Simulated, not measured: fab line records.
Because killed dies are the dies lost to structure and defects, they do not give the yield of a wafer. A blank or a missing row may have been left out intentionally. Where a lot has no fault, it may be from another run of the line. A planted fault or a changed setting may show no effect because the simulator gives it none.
fab line records + flow gf180mcu
[record]
- lots = 15
- wafers = 45
- last-day = 33
route steps=602 shown V4@479 MIM@503
lots that met no fault: from a run of the same line without faults
start-h: hours from the record's first day to the start of the lot's first wafer shown + wait-h: hours from the lot's prior step to this one + " identical to the entry in the row above + L1.1+2: several wafers, shown together as one row + - no value, or no start was given + * or withheld: withheld + < > ~ a bound
route shown NAME@n: names a module that has steps shown in the file, with the first one's number in the route + usual: mean and standard deviation over wafers with no fault + same: alike in all rows + chamber/n: place in a boat + sites: readings site by site + _std_site: their standard deviation + _edge_site: inner sites' mean taken away from outer sites' mean + radius-mm: for every site, how far away it sits from the centre of the wafer + mask NAME#n: copy n + behind: tool/chamber where the wafer was last shaped + hold: why the lot was held/for how many hours/how that ended + device: which transistor (n, p or np) failed to switch + end of line: tests run on the same wafers once the route is complete + a step with no rows: only its recipe + killed: dies lost to structure and defects at the first sort, not the wafer's yield + map: the dies of a wafer, with x for killed, . for not killed, _ for no die there
set.NAME: the setting that was run; set.NAME@STEP: the one run at that earlier step + model.NAME: the simulator's own value behind a step, which no gauge read
route steps across a sampled set of lots; one table per step, one row per wafer
services: from which hour (start-h, from the record's first day; less than 0 if before it) a tool's chamber was out of use, for how many hours, and why
[[steps]]
[step GF_V4_THK_MEAS_03]
[recipe]
- reads = SiO2_of_V4_CVD_02
[usual]
- V4_CVD_02_THK = 854/13
| lot.wafer | tool          | chamber | start-h | wait-h | V4_CVD_02_THK[nm] |
|-----------|---------------|---------|---------|--------|-------------------|
| L326.1    | film-metro-04 | -       | 541.27  | 0.0    | 871               |
| L326.2    | "             | -       | "       | "      | 857               |
| L326.5    | "             | -       | "       | "      | 861               |
| L327.1    | film-metro-02 | -       | 548.45  | 0.0    | 868               |
| L327.4    | "             | -       | "       | "      | 839               |
| L327.5    | "             | -       | "       | "      | 866               |
| L328.1    | film-metro-02 | -       | 560.94  | 0.0    | 848               |
| L328.4    | "             | -       | "       | "      | 856               |
| L328.5    | "             | -       | "       | "      | 846               |
| L330.1    | film-metro-02 | -       | 574.66  | 0.0    | 843               |
| L330.2    | "             | -       | "       | "      | 834               |
| L330.5    | "             | -       | "       | "      | 844               |
| L331.3    | film-metro-02 | -       | 583.18  | 0.1    | 870               |
| L331.5    | "             | -       | "       | "      | 861               |
| L331.6    | "             | -       | "       | "      | 885               |
| L332.2    | film-metro-02 | -       | 592.77  | 0.0    | 861               |
| L332.3    | "             | -       | "       | "      | 869               |
| L332.5    | "             | -       | "       | "      | 855               |
| L335.1    | film-metro-01 | -       | 614.98  | 0.1    | 843               |
| L335.2    | "             | -       | "       | "      | 853               |
| L335.4    | "             | -       | "       | "      | 864               |
| L336.2    | film-metro-02 | -       | 622.88  | 0.1    | 843               |
| L336.3    | "             | -       | "       | "      | 862               |
| L336.4    | "             | -       | "       | "      | 873               |
| L337.1    | film-metro-04 | -       | 634.08  | 0.0    | 837               |
| L337.3    | "             | -       | "       | "      | 857               |
| L337.5    | "             | -       | "       | "      | 856               |
| L338.1    | film-metro-04 | -       | 639.14  | 0.0    | 843               |
| L338.2    | "             | -       | "       | "      | 833               |
| L338.5    | "             | -       | "       | "      | 853               |
| L339.1    | film-metro-04 | -       | 645.20  | 0.0    | 840               |
| L339.2    | "             | -       | "       | "      | 835               |
| L339.3    | "             | -       | "       | "      | 848               |
| L340.2    | film-metro-01 | -       | 652.90  | 0.0    | 844               |
| L340.4    | "             | -       | "       | "      | 850               |
| L340.5    | "             | -       | "       | "      | 872               |
| L341.4    | film-metro-02 | -       | 659.54  | 0.0    | 847               |
| L341.5    | "             | -       | "       | "      | 864               |
| L341.6    | "             | -       | "       | "      | 850               |
| L342.1    | film-metro-04 | -       | 664.87  | 0.0    | 841               |
| L342.2    | "             | -       | "       | "      | 839               |
| L342.6    | "             | -       | "       | "      | 859               |
| L346.2    | film-metro-04 | -       | 688.34  | 0.0    | 854               |
| L346.3    | "             | -       | "       | "      | 840               |
| L346.5    | "             | -       | "       | "      | 859               |
[step GF_V4_CMP_26]
[recipe]
- stop-on = SiO2
- down-force-psi = 3.5
- platen-rpm = 60
- t-overpolish-s = 15
- target-thk-nm = 0
- pad-velocity-m-s = 0.94248
[usual]
- edge-zone-pressure-frac = 1.000/0.0051
- head-pressure-psi = 3.500/0.007
- motor-current-A = 10.7/1
- overpolish-run-s = 14.999/0.008
- time-to-endpoint-s = 88/4.4
| lot.wafer | tool   | chamber | start-h | wait-h | edge-zone-pressure-frac | head-pressure-psi | motor-current-A | overpolish-run-s | time-to-endpoint-s |
|-----------|--------|---------|---------|--------|-------------------------|-------------------|-----------------|------------------|--------------------|
| L326.1    | cmp-02 | 0       | 564.86  | 0.6    | 1.003                   | 3.503             | 11.3            | 15.001           | 92                 |
| L326.2    | "      | 1       | "       | "      | 0.999                   | 3.497             | 9.1             | 14.989           | 90                 |
| L326.5    | "      | 1       | "       | "      | 1.008                   | 3.503             | 9.0             | 14.999           | 90                 |
| L327.4    | cmp-02 | 1       | 571.97  | 0.1    | 0.998                   | 3.498             | 8.8             | 14.997           | 90                 |
| L327.1    | "      | 2       | "       | "      | 1.006                   | 3.498             | 10.4            | 15.008           | 94                 |
| L327.5    | "      | 0       | "       | "      | 0.994                   | 3.496             | 11.9            | 14.989           | 95                 |
| L328.1    | cmp-02 | 2       | 583.91  | 0.1    | 0.997                   | 3.505             | 10.9            | 14.998           | 96                 |
| L328.4    | "      | 3       | "       | "      | 1.005                   | 3.508             | 11.1            | 15.000           | 88                 |
| L328.5    | "      | 3       | "       | "      | 1.003                   | 3.513             | 11.3            | 14.999           | 89                 |
| L330.1    | cmp-02 | 0       | 598.07  | 0.1    | 0.999                   | 3.493             | 12.0            | 15.003           | 88                 |
| L330.2    | "      | 2       | "       | "      | 0.999                   | 3.498             | 11.2            | 14.995           | 90                 |
| L330.5    | "      | 0       | "       | "      | 1.001                   | 3.485             | 11.6            | 14.988           | 93                 |
| L331.3    | cmp-02 | 1       | 605.85  | 0.1    | 0.996                   | 3.501             | 9.2             | 14.991           | 84                 |
| L331.5    | "      | 3       | "       | "      | 1.003                   | 3.505             | 11.7            | 14.984           | 82                 |
| L331.6    | "      | 0       | "       | "      | 1.006                   | 3.508             | 12.0            | 15.008           | 92                 |
| L332.3    | cmp-02 | 3       | 614.87  | 0.0    | 0.996                   | 3.489             | 10.6            | 15.020           | 88                 |
| L332.2    | "      | 0       | "       | "      | 0.993                   | 3.493             | 12.5            | 15.004           | 92                 |
| L332.5    | "      | 3       | "       | "      | 1.000                   | 3.513             | 11.2            | 14.995           | 89                 |
| L335.4    | cmp-01 | 2       | 636.00  | 0.0    | 0.998                   | 3.492             | 10.7            | 15.002           | 86                 |
| L335.1    | "      | 0       | "       | "      | 0.999                   | 3.496             | 10.1            | 14.997           | 83                 |
| L335.2    | "      | 1       | "       | "      | 0.997                   | 3.510             | 10.9            | 14.992           | 86                 |
| L336.4    | cmp-02 | 1       | 645.70  | 0.1    | 1.002                   | 3.513             | 9.1             | 15.011           | 85                 |
| L336.3    | "      | 2       | "       | "      | 1.003                   | 3.504             | 11.0            | 14.998           | 93                 |
| L336.2    | "      | 3       | "       | "      | 0.997                   | 3.496             | 10.5            | 14.989           | 85                 |
| L337.1    | cmp-01 | 3       | 656.20  | 0.1    | 1.004                   | 3.503             | 10.0            | 14.998           | 84                 |
| L337.3    | "      | 1       | "       | "      | 0.994                   | 3.506             | 12.4            | 14.997           | 80                 |
| L337.5    | "      | 2       | "       | "      | 0.994                   | 3.507             | 10.2            | 15.007           | 85                 |
| L338.2    | cmp-02 | 3       | 661.25  | 0.5    | 0.996                   | 3.505             | 11.4            | 15.004           | 83                 |
| L338.1    | "      | 1       | "       | "      | 0.995                   | 3.488             | 8.6             | 14.997           | 90                 |
| L338.5    | "      | 3       | "       | "      | 1.000                   | 3.507             | 10.7            | 15.000           | 88                 |
| L339.3    | cmp-02 | 0       | 666.05  | 0.0    | 1.000                   | 3.496             | 12.1            | 14.999           | 90                 |
| L339.2    | "      | 2       | "       | "      | 1.002                   | 3.506             | 11.4            | 14.993           | 91                 |
| L339.1    | "      | 3       | "       | "      | 0.998                   | 3.497             | 11.4            | 14.995           | 87                 |
| L340.4    | cmp-02 | 0       | 673.91  | 0.1    | -                       | -                 | -               | -                | -                  |
| L340.2    | "      | 1       | "       | "      | -                       | -                 | -               | -                | -                  |
| L340.5    | "      | 3       | "       | "      | -                       | -                 | -               | -                | -                  |
| L341.4    | cmp-02 | 0       | 680.80  | 0.1    | -                       | -                 | -               | -                | -                  |
| L341.5    | "      | 3       | "       | "      | -                       | -                 | -               | -                | -                  |
| L341.6    | "      | 0       | "       | "      | -                       | -                 | -               | -                | -                  |
| L342.1    | cmp-01 | 0       | 686.35  | 0.1    | -                       | -                 | -               | -                | -                  |
| L342.2    | "      | 1       | "       | "      | -                       | -                 | -               | -                | -                  |
| L342.6    | "      | 0       | "       | "      | -                       | -                 | -               | -                | -                  |
| L346.3    | cmp-02 | 2       | 708.74  | 0.1    | 0.992                   | 3.484             | 10.7            | 15.005           | 92                 |
| L346.2    | "      | 3       | "       | "      | 1.001                   | 3.502             | 11.1            | 14.991           | 78                 |
| L346.5    | "      | 0       | "       | "      | 0.994                   | 3.494             | 11.8            | 14.992           | 92                 |
[step GF_MIM_SPUTTER_00]
[recipe]
- material = Ti
- target-thk-nm = 37.5
- arriving-ion-energy-ev = 80
- substrate-temp-c = 200
- chamber-pressure-pa = 2
- power-w = 4000
- time-s = 150
[usual]
- throttle-valve-pct = 29.6/0.85
| lot.wafer | tool           | chamber | start-h | wait-h | throttle-valve-pct |
|-----------|----------------|---------|---------|--------|--------------------|
| L326.1    | pvd-sputter-03 | -       | 565.16  | 0.2    | 29.9               |
| L326.2    | "              | -       | "       | "      | 29.1               |
| L326.5    | "              | -       | "       | "      | 29.9               |
| L327.1    | pvd-sputter-04 | -       | 572.17  | 0.1    | 30.7               |
| L327.4    | "              | -       | "       | "      | 29.4               |
| L327.5    | "              | -       | "       | "      | 28.4               |
| L328.1    | pvd-sputter-04 | -       | 584.21  | 0.2    | 30.5               |
| L328.4    | "              | -       | "       | "      | 28.5               |
| L328.5    | "              | -       | "       | "      | 29.1               |
| L330.1    | pvd-sputter-02 | -       | 598.32  | 0.2    | 29.0               |
| L330.2    | "              | -       | "       | "      | 29.8               |
| L330.5    | "              | -       | "       | "      | 29.3               |
| L331.3    | pvd-sputter-02 | -       | 606.05  | 0.1    | 29.1               |
| L331.5    | "              | -       | "       | "      | 29.2               |
| L331.6    | "              | -       | "       | "      | 30.1               |
| L332.2    | pvd-sputter-04 | -       | 615.17  | 0.2    | 28.6               |
| L332.3    | "              | -       | "       | "      | 29.1               |
| L332.5    | "              | -       | "       | "      | 30.5               |
| L335.1    | pvd-sputter-03 | -       | 636.30  | 0.1    | 30.0               |
| L335.2    | "              | -       | "       | "      | 31.3               |
| L335.4    | "              | -       | "       | "      | 29.8               |
| L336.2    | pvd-sputter-04 | -       | 645.95  | 0.1    | 30.4               |
| L336.3    | "              | -       | "       | "      | 28.8               |
| L336.4    | "              | -       | "       | "      | 29.2               |
| L337.1    | pvd-sputter-02 | -       | 656.45  | 0.2    | 29.5               |
| L337.3    | "              | -       | "       | "      | 30.0               |
| L337.5    | "              | -       | "       | "      | 29.3               |
| L338.1    | pvd-sputter-04 | -       | 661.55  | 0.1    | 27.6               |
| L338.2    | "              | -       | "       | "      | 29.1               |
| L338.5    | "              | -       | "       | "      | 30.6               |
| L339.1    | pvd-sputter-03 | -       | 666.35  | 0.1    | 30.1               |
| L339.2    | "              | -       | "       | "      | 30.1               |
| L339.3    | "              | -       | "       | "      | 31.2               |
| L346.2    | pvd-sputter-03 | -       | 708.94  | 0.1    | 29.2               |
| L346.3    | "              | -       | "       | "      | 30.4               |
| L346.5    | "              | -       | "       | "      | 31.6               |
[step GF_MIM_SPUTTER_04]
[recipe]
- material = TiN
- target-thk-nm = 50
- power-w = 6500
- time-s = 41.7
- chamber-pressure-pa = 0.4
[usual]
- throttle-valve-pct = 29.6/0.87
| lot.wafer | tool           | chamber | start-h | wait-h | throttle-valve-pct |
|-----------|----------------|---------|---------|--------|--------------------|
| L326.1    | pvd-sputter-03 | -       | 565.34  | 0.0    | 30.5               |
| L326.2    | "              | -       | "       | "      | 29.1               |
| L326.5    | "              | -       | "       | "      | 30.2               |
| L327.1    | pvd-sputter-04 | -       | 572.35  | 0.0    | 30.5               |
| L327.4    | "              | -       | "       | "      | 29.0               |
| L327.5    | "              | -       | "       | "      | 28.7               |
| L328.1    | pvd-sputter-04 | -       | 584.39  | 0.0    | 30.9               |
| L328.4    | "              | -       | "       | "      | 28.5               |
| L328.5    | "              | -       | "       | "      | 29.3               |
| L330.1    | pvd-sputter-02 | -       | 598.50  | 0.0    | 28.8               |
| L330.2    | "              | -       | "       | "      | 29.8               |
| L330.5    | "              | -       | "       | "      | 29.5               |
| L331.3    | pvd-sputter-02 | -       | 606.23  | 0.0    | 29.5               |
| L331.5    | "              | -       | "       | "      | 29.2               |
| L331.6    | "              | -       | "       | "      | 29.5               |
| L332.2    | pvd-sputter-04 | -       | 615.35  | 0.0    | 28.7               |
| L332.3    | "              | -       | "       | "      | 29.3               |
| L332.5    | "              | -       | "       | "      | 30.7               |
| L335.1    | pvd-sputter-03 | -       | 636.48  | 0.0    | 30.1               |
| L335.2    | "              | -       | "       | "      | 31.2               |
| L335.4    | "              | -       | "       | "      | 30.1               |
| L336.2    | pvd-sputter-04 | -       | 646.14  | 0.0    | 30.8               |
| L336.3    | "              | -       | "       | "      | 28.4               |
| L336.4    | "              | -       | "       | "      | 29.4               |
| L337.1    | pvd-sputter-02 | -       | 656.63  | 0.0    | 29.0               |
| L337.3    | "              | -       | "       | "      | 29.7               |
| L337.5    | "              | -       | "       | "      | 29.7               |
| L338.1    | pvd-sputter-04 | -       | 661.73  | 0.0    | 27.8               |
| L338.2    | "              | -       | "       | "      | 29.0               |
| L338.5    | "              | -       | "       | "      | 30.7               |
| L339.1    | pvd-sputter-03 | -       | 666.54  | 0.0    | 30.0               |
| L339.2    | "              | -       | "       | "      | 30.2               |
| L339.3    | "              | -       | "       | "      | 31.4               |
| L346.2    | pvd-sputter-03 | -       | 709.12  | 0.0    | 29.2               |
| L346.3    | "              | -       | "       | "      | 30.0               |
| L346.5    | "              | -       | "       | "      | 31.3               |
[[services]]
| tool           | chamber | start-h | hours | kind                           |
|----------------|---------|---------|-------|--------------------------------|
| cmp-02         | -       | 544.26  | 2.0   | repair                         |
| cmp-01         | -       | 553.68  | 6.1   | pm                             |
| cmp-01         | -       | 563.97  | 3.2   | repair                         |
| cmp-02         | -       | 572.17  | 4.0   | pm                             |
| cmp-02         | -       | 576.17  | -     | consumable-replace:conditioner |
| cmp-02         | -       | 576.17  | -     | consumable-replace:pad         |
| pvd-sputter-04 | -       | 578.05  | 0.6   | repair                         |
| pvd-sputter-02 | -       | 582.16  | 6.3   | repair                         |
| cmp-02         | -       | 592.09  | 4.7   | pm                             |
| pvd-sputter-02 | -       | 609.45  | 1.8   | repair                         |
| cmp-01         | -       | 629.81  | 1.6   | repair                         |
| cmp-02         | -       | 630.82  | 0.3   | repair                         |
| pvd-sputter-02 | -       | 656.80  | 3.7   | repair                         |
| cmp-01         | -       | 659.41  | 7.4   | repair                         |
| pvd-sputter-02 | -       | 665.41  | 0.9   | repair                         |
[[key]]
[first-sign]
- step = GF_V4_CMP_26
- reading = tool-record
- direction = missing
effect none on later readings
met-at GF_V4_CMP_26
struck-lots L340,L341,L342
later-rows-left-out L340.2,L340.4,L340.5,L341.4,L341.5,L341.6,L342.1,L342.2,L342.6
sort-left-out L340.2,L340.4,L340.5,L341.4,L341.5,L341.6,L342.1,L342.2,L342.6
not-acting-at GF_V4_THK_MEAS_03,GF_MIM_SPUTTER_00,GF_MIM_SPUTTER_04
onset-between 666.05 673.91
[fault]
- kind = skipped-step-whole
- tool = cmp-01,cmp-02
- chamber = -
- onset-h = 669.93
- steps = GF_V4_CMP_26
- scope = struck-lots-only
// sort-left-out: the simulated sort isn't trusted on such a fault, so these wafers' sort isn't shown, and their yield isn't known
// later-rows-left-out: the simulator's readings of these wafers behind a module that went badly wrong aren't trusted and aren't shown, but for the sort
